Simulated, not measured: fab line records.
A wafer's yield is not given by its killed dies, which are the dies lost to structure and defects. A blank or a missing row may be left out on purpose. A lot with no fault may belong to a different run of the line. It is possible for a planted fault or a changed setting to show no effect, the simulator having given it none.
Struck lot and sound lot, side by side ; flow sky130 ; 23 out of 708 route steps
Sound: the wafers L591.2, L591.3, L591.6. Wafers L601.1, L601.4, L601.5 were the ones struck. At the end, the cause is stated.
Each step with rows lists, per side, the tool, then ch with its chambers, then its first start. Under that, the readings that differ: sound wafers ; struck wafers ; difference of the means ; sigmas: that difference in standard deviations of wafers without a fault.
alike: a reading whose means differ by less than 2 such deviations, as well as words and numbers matching on both sides. not compared: withheld readings; readings where some wafer has no value; bounds like >300 that might hide an equal value; numbers whose values overlap and for which the record gives no deviation.
Wherever a step has rows on one side only, a row that says differs or no value, or a row with sigmas, the two part there. When numbers do not overlap yet have no deviation, they are printed without sigmas and do not part them. A reading missing from all wafers of one side parts the sides only when that side holds two or more wafers.

first, 1 step without rows for these wafers: SKY_SONOS_ONO_DEVELOP_12 (develop time 60 s).
SKY_SONOS_ONO_CD_MEAS_13: the cd target is 410 nm.
  sound: cd_sem-01 at day 13 18:19; struck: cd_sem-01 at day 16 10:08
  alike: cd_nm
SKY_SONOS_ONO_OVL_MEAS_14:
  sound: overlay-02 at day 13 18:25; struck: overlay-01 at day 16 10:16
  alike: SONOS_ONO_OVL
SKY_SONOS_ONO_ETCH_15: etches the open film in CHF3/O2, target depth 19.52 nm, time 7.8 s.
  sound on rie_diel-04 ch 1,2, day 13 18:26; struck on rie_diel-04 ch 1,2,3, day 16 10:17
  alike: drypump_motor_current_A, oes_product_au, throttle_valve_pct
  not compared: rf_hours_counter_h
then, 1 step without rows for these wafers: SKY_SONOS_ONO_WET_ETCH_16 (etches SiO2 in dHF, target depth 14 nm, time 280 s).
SKY_SONOS_ONO_STRIP_17: strips in O2/N2.
  sound on plasma_asher-03 ch 0,1, day 13 18:33; struck on plasma_asher-04 ch 0,1, day 16 10:24
  alike: drypump_motor_current_A, n2_flow_sccm, oes_product_au, strip_time_to_endpoint_s
  not compared: rf_hours_counter_h
then, 3 steps without rows for these wafers: SKY_SONOS_ONO_WET_ETCH_18 (etches Si3N4 in H3PO4, target depth 15 nm, time 172 s); SKY_GATE_OXIDE_CLEAN_00 (cleans in SC1/SC2, time 150 s); SKY_GATE_OXIDE_OXIDATION_01 (stabilise 600 s, purge 300 s, target thk 10.268 nm).
SKY_GATE_OXIDE_THK_MEAS_02:
  sound: film_metro-03 at day 13 20:52; struck: film_metro-03 at day 16 13:18
  alike: GATE_OXIDE_OXIDATION_00_THK
then, 2 steps without rows for these wafers: SKY_GATE_OXIDE_DEHYDRATE_03 (time 60 s); SKY_GATE_OXIDE_HMDS_04 (prime time 60 s).
SKY_GATE_OXIDE_COAT_05: resist thk 1140 nm.
  sound on litho_track-02 ch 0, day 14 08:37; struck on litho_track-03 ch 0, day 17 03:04
reading;sound;struck;difference;sigmas
model.NOVOLAK_of_GATE_OXIDE_COAT_05.thk_nm (nm);1144 1141 1145;714.9 714.5 715.7;-428.3;
then, 3 steps without rows for these wafers: SKY_GATE_OXIDE_SOFTBAKE_06 (time 60 s); SKY_GATE_OXIDE_EXPOSE_07 (exposes mask LVOM, target cd 600 nm); SKY_GATE_OXIDE_PEB_08.
SKY_GATE_OXIDE_DEVELOP_09: develop time 60 s.
  sound on litho_track-01 ch 0, day 14 21:46; struck on litho_track-02 ch 0, day 17 17:42
reading;sound;struck;difference;sigmas
model.NOVOLAK_of_GATE_OXIDE_COAT_05.thk_nm (nm);1143 1141 1144;714.4 714 715.3;-428.1;
SKY_GATE_OXIDE_OVL_MEAS_10:
  sound: overlay-01 at day 14 21:53; struck: overlay-01 at day 17 17:51
  alike: GATE_OXIDE_OVL
then, 2 steps without rows for these wafers: SKY_GATE_OXIDE_IMPLANT_11; SKY_GATE_OXIDE_WET_ETCH_12 (etches SiO2 in dHF, target depth 16.8 nm, time 336 s).
SKY_GATE_OXIDE_STRIP_13: strips in O2/N2.
  sound on plasma_asher-02 ch 0,1, day 14 22:11; struck on plasma_asher-03 ch 1, day 17 18:08
reading;sound;struck;difference;sigmas
drypump_motor_current_A (A);5.4 5.4 5.4;6.4 6.4 6.4;+1.0;+3
oes_product_au (a.u.);0.715 0.717 0.721;0.614 0.618 0.618;-0.101;-21
strip_time_to_endpoint_s (s);14.21 14.19 14.22;9.30 9.28 9.29;-4.92;-99 or more
  alike: n2_flow_sccm
  not compared: rf_hours_counter_h
SKY_GATE_OXIDE_TW_MEAS_14:
  sound: film_metro-04 at day 14 22:17; struck: film_metro-03 at day 17 18:14
  alike: GATE_OXIDE_TW
-- a jump in the record: the struck wafers' starts before and after are 31 days apart (it breaks off in module GATE_OXIDE and resumes in module PAD_OPEN, where the first step shown is number 708 of the route) --
SKY_PAD_OPEN_PROBE_99:
  the record has rows for the struck wafers here (prober-01, day 48 22:48) and none for the sound ones

WHERE THEY PART
At SKY_GATE_OXIDE_STRIP_13 first; at SKY_PAD_OPEN_PROBE_99 last (within this record only).

WHY: what the simulator had put in
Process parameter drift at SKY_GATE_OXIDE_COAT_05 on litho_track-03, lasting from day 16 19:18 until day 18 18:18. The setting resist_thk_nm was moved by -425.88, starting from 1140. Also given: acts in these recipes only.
